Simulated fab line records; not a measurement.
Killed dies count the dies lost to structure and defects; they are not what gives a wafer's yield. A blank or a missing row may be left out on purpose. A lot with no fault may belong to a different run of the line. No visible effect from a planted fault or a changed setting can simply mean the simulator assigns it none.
Chamber matching    flow gf180mcu    GF_V1_ETCH_16 on rie diel-04 has 4 sister chambers
The step etches BARC in N2/H2. 8 wafers are shown with their chamber, then 6 later ones without.

== WAFERS PAIRED WITH THEIR CHAMBERS ==
wafer   chamber  drypump motor current A (A)  oes product au (a.u.)
L553.4  2        5.6                          0.857
L554.2  2        5.6                          0.852
L558.6  0        5.3                          0.858
L565.1  1        5.7                          0.853
L565.6  1        5.7                          0.849
L567.2  3        6.7                          0.858
L567.3  0        5.3                          0.855
L567.4  3        6.8                          0.854

== WAFERS WITH NO CHAMBER GIVEN ==
wafer   drypump motor current A (A)  oes product au (a.u.)
L569.2  5.7                          0.860
L569.3  5.6                          0.855
L569.6  5.7                          0.863
L570.1  5.7                          0.847
L570.5  5.7                          0.858
L570.6  5.6                          0.850

== THE CHAMBER EACH PASSED THROUGH ==
wafer   from the rows above      in truth
L569.2  can't be placed: 1 or 2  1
L569.3  2                        2
L569.6  can't be placed: 2 or 1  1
L570.1  1                        1
L570.5  can't be placed: 1 or 2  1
L570.6  can't be placed: 2 or 1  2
2 of 6 placed correctly. Not placeable from these rows: 4 (in 4, the candidates include the true chamber). Number placed wrongly: 0.
How it was worked out, from the rows above alone: a wafer's distance from a chamber is the root of the sum, over the readings, of the square of ((its reading less the chamber's mean) divided by the reading's scatter). If the next closest chamber is less than 2 further off than the closest, the wafer can't be placed; otherwise it belongs to the closest. Each chamber's mean is taken over the wafers shown for it. The scatter is the square root of a quotient: the sum, over the shown wafers, of each reading's squared deviation from its chamber's mean, divided by wafers minus chambers.
